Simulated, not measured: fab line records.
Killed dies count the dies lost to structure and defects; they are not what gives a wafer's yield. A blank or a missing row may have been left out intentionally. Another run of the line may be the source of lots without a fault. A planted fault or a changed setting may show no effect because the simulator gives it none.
A lot that was struck, set against a sound lot    flow sky130    43 out of 708 route steps
Sound: these wafers, L300.1, L300.4, L300.6. Struck: wafers L287.2, L287.5. (L287.6 of the same lot was not struck and is left out.) The cause comes at the end.
At each step with rows: each side's tool, then ch and its chambers, then its first start. Under that, the readings that differ: sound wafers    struck wafers    difference of the means    sigmas: that difference in standard deviations of wafers without a fault.
alike: readings whose means differ by less than 2 such deviations, and words and numbers that are the same on both sides. not compared: withheld readings, readings that some wafer has no value for, bounds like >300 that may hide the same value, and numbers for which the record gives no deviation and whose values overlap.
A row with sigmas, a row that says differs or no value, or rows on one side alone: a step with any of these is where the two part. When numbers do not overlap yet have no deviation, they are printed without sigmas and do not part them. A reading missing from all wafers of one side parts the sides only when that side holds two or more wafers.

first, 8 steps without rows for these wafers: SKY_POLY_CUT_DEHYDRATE_00 (time 60 s); SKY_POLY_CUT_HMDS_01 (prime time 60 s); SKY_POLY_CUT_COAT_02 (resist thk 60 nm); SKY_POLY_CUT_COAT_03 (resist thk 450 nm); SKY_POLY_CUT_SOFTBAKE_04 (time 90 s); SKY_POLY_CUT_EXPOSE_05 (exposes mask NPCM, target cd 270 nm); SKY_POLY_CUT_PEB_06; SKY_POLY_CUT_DEVELOP_07 (develop time 60 s).
SKY_POLY_CUT_CD_MEAS_08: target cd 270 nm.
  sound on cdSem-01, day 31 07:36; struck on cdSem-01, day 27 07:05
  alike: cdNm
SKY_POLY_CUT_OVL_MEAS_09:
  sound on overlay-01, day 31 07:43; struck on overlay-01, day 27 07:12
  alike: POLY_CUT_OVL
SKY_POLY_CUT_ETCH_10: etches BARC in N2/H2, stops on SiO2, time 45.9 s, target depth 60 nm.
  sound on rieDiel-02 ch 0,1,2, day 31 07:46; struck on rieDiel-04 ch 1, day 27 07:14
  alike: drypumpMotorCurrentA, oesProductAu, throttleValvePct
  not compared: rfHoursCounterH
SKY_POLY_CUT_ETCH_11: etches Si3N4 in CF4/CH2F2/Ar, stops on poly-Si, time 42.5 s, target depth 60 nm.
  sound on rieDiel-02 ch 0,1,2, day 31 07:48; struck on rieDiel-04 ch 1, day 27 07:16
  alike: drypumpMotorCurrentA, oesProductAu, throttleValvePct
  not compared: rfHoursCounterH
SKY_POLY_CUT_STRIP_12: strips in O2/N2.
  sound on plasmaAsher-01 ch 0,1, day 31 07:50; struck on plasmaAsher-01 ch 1, day 27 07:19
  alike: drypumpMotorCurrentA, oesProductAu, stripTimeToEndpointS
  not compared: rfHoursCounterH
then, 7 steps without rows for these wafers: SKY_SD_P_DEHYDRATE_00 (time 60 s); SKY_SD_P_HMDS_01 (prime time 60 s); SKY_SD_P_COAT_02 (resist thk 1140 nm); SKY_SD_P_SOFTBAKE_03 (time 60 s); SKY_SD_P_EXPOSE_04 (exposes mask PSDM, target cd 380 nm); SKY_SD_P_PEB_05; SKY_SD_P_DEVELOP_06 (develop time 60 s).
SKY_SD_P_CD_MEAS_07: target cd 380 nm.
  sound on cdSem-01, day 32 11:12; struck on cdSem-01, day 28 11:58
  alike: cdNm
SKY_SD_P_OVL_MEAS_08:
  sound on overlay-01, day 32 11:19; struck on overlay-02, day 28 12:05
  alike: SD_P_OVL
after that, 1 step had no rows for these wafers: SKY_SD_P_IMPLANT_09.
SKY_SD_P_STRIP_10: strips in O2/N2.
  sound on plasmaAsher-03 ch 0, day 32 11:31; struck on plasmaAsher-01 ch 0,1, day 28 12:16
  alike: drypumpMotorCurrentA, oesProductAu, stripTimeToEndpointS
  not compared: rfHoursCounterH
SKY_SD_P_TW_MEAS_11:
  sound on filmMetro-02, day 32 11:37; struck on filmMetro-02, day 28 12:22
reading  sound           struck     difference  sigmas
SD_P_TW  2802 2804 2811  2853 2847  +44         +3
then, 8 steps without rows for these wafers: SKY_RES_XHIGH_DEHYDRATE_00 (time 60 s); SKY_RES_XHIGH_HMDS_01 (prime time 60 s); SKY_RES_XHIGH_COAT_02 (resist thk 1140 nm); SKY_RES_XHIGH_SOFTBAKE_03 (time 60 s); SKY_RES_XHIGH_EXPOSE_04 (exposes mask URPM, target cd 1270 nm); SKY_RES_XHIGH_PEB_05; SKY_RES_XHIGH_DEVELOP_06 (develop time 60 s); SKY_RES_XHIGH_IMPLANT_07.
SKY_RES_XHIGH_STRIP_08: strips in O2/N2.
  sound on plasmaAsher-02 ch 0,1, day 33 14:44; struck on plasmaAsher-01 ch 0,1, day 29 16:37
  alike: drypumpMotorCurrentA, oesProductAu, stripTimeToEndpointS
  not compared: rfHoursCounterH
SKY_RES_XHIGH_TW_MEAS_09:
  sound on filmMetro-03, day 33 14:50; struck on filmMetro-03, day 29 16:43
  alike: RES_XHIGH_TW
then, 7 steps without rows for these wafers: SKY_SD_N_DEHYDRATE_00 (time 60 s); SKY_SD_N_HMDS_01 (prime time 60 s); SKY_SD_N_COAT_02 (resist thk 1140 nm); SKY_SD_N_SOFTBAKE_03 (time 60 s); SKY_SD_N_EXPOSE_04 (exposes mask NSDM, target cd 380 nm); SKY_SD_N_PEB_05; SKY_SD_N_DEVELOP_06 (develop time 60 s).
-- a jump in the record: the struck wafers' starts before and after are 18 days apart (it breaks off in module SD_N and resumes in module PAD_OPEN, where the first step shown is number 708 of the route) --
SKY_PAD_OPEN_PROBE_99:
  sound on prober-02, day 50 13:53; struck on prober-01, day 48 00:59
reading           sound       struck   difference  sigmas
killedAtFrontEnd  14 10 18    61 55    +44         +10
killedDies        110 98 103  125 122  +20         +2
killedOnRim       23 15 15    30 30    +12         +3
killedOpen        63 55 65    45 43    -17         -2
  alike: killed_at_M0_to_M3, killed_at_M4_up, killedAtContacts, killedAtOther, killedShort

== WHERE THEY PART ==
Earliest at SKY_SD_P_TW_MEAS_11; latest, in this record, at SKY_PAD_OPEN_PROBE_99.

WHY: the cause the simulator had injected
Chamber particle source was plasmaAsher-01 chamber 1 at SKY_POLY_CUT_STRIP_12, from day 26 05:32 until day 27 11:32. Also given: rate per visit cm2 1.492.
